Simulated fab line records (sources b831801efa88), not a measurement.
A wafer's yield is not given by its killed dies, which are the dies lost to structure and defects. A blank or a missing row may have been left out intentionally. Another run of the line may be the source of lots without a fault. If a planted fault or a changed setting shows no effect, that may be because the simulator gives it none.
Matching of chambers :: flow gf180mcu :: pecvd-02 running GF_PASSIVATION_CVD_02: 3 sister chambers
The step deposits Si3N4, target thk 700 nm, time 486.18 s. 18 wafers are shown with their chamber, then 9 later ones without.

## WAFERS WITH THEIR CHAMBER
wafer: L082.1
chamber: 0
heaterPowerW (W): 708

wafer: L082.2
chamber: 2
heaterPowerW (W): 745

wafer: L082.3
chamber: 1
heaterPowerW (W): 681

wafer: L084.4
chamber: 0
heaterPowerW (W): 755

wafer: L084.5
chamber: 1
heaterPowerW (W): 698

wafer: L084.6
chamber: 2
heaterPowerW (W): 609

wafer: L087.2
chamber: 1
heaterPowerW (W): 762

wafer: L087.3
chamber: 2
heaterPowerW (W): 598

wafer: L087.6
chamber: 1
heaterPowerW (W): 618

wafer: L088.3
chamber: 1
heaterPowerW (W): 719

wafer: L088.4
chamber: 2
heaterPowerW (W): 719

wafer: L088.6
chamber: 1
heaterPowerW (W): 762

wafer: L089.2
chamber: 2
heaterPowerW (W): 722

wafer: L089.5
chamber: 1
heaterPowerW (W): 728

wafer: L089.6
chamber: 2
heaterPowerW (W): 742

wafer: L090.1
chamber: 1
heaterPowerW (W): 685

wafer: L090.2
chamber: 2
heaterPowerW (W): 735

wafer: L090.5
chamber: 1
heaterPowerW (W): 734

SIGNATURES (averages over the wafers above)
reading: heaterPowerW
chamber 0: 731.50
chamber 1: 709.67
chamber 2: 695.71
scatter within a chamber: 52.9
Rule: for a wafer and a chamber, the distance is found by dividing, reading by reading, the gap between the wafer's reading and the chamber's mean by the reading's scatter, squaring, summing and taking the root. If the next closest chamber is less than 2 further off than the closest, the wafer can't be placed; otherwise it belongs to the closest. The scatter: take each reading less its chamber's mean, square it, sum over the shown wafers, divide by the number of wafers less the number of chambers, and take the root.

## WAFERS WITH NO CHAMBER GIVEN
wafer: L093.3
heaterPowerW (W): 743

wafer: L093.4
heaterPowerW (W): 589

wafer: L093.6
heaterPowerW (W): 725

wafer: L094.3
heaterPowerW (W): 643

wafer: L094.4
heaterPowerW (W): 680

wafer: L094.5
heaterPowerW (W): 716

wafer: L095.2
heaterPowerW (W): 710

wafer: L095.3
heaterPowerW (W): 630

wafer: L095.4
heaterPowerW (W): 606

## THE CHAMBER EACH PASSED THROUGH
wafer: L093.3
from the rows above: can't be placed: 0 or 1 or 2
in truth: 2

wafer: L093.4
from the rows above: can't be placed: 2 or 1 or 0
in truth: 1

wafer: L093.6
from the rows above: can't be placed: 0 or 1 or 2
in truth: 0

wafer: L094.3
from the rows above: can't be placed: 2 or 1 or 0
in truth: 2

wafer: L094.4
from the rows above: can't be placed: 2 or 1 or 0
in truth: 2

wafer: L094.5
from the rows above: can't be placed: 1 or 0 or 2
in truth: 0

wafer: L095.2
from the rows above: can't be placed: 1 or 2 or 0
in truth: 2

wafer: L095.3
from the rows above: can't be placed: 2 or 1 or 0
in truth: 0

wafer: L095.4
from the rows above: can't be placed: 2 or 1 or 0
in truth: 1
Correctly placed: 0 of 9. Unplaceable from these rows: 9, with the true chamber sitting among the candidates in 9. Number placed wrongly: 0.
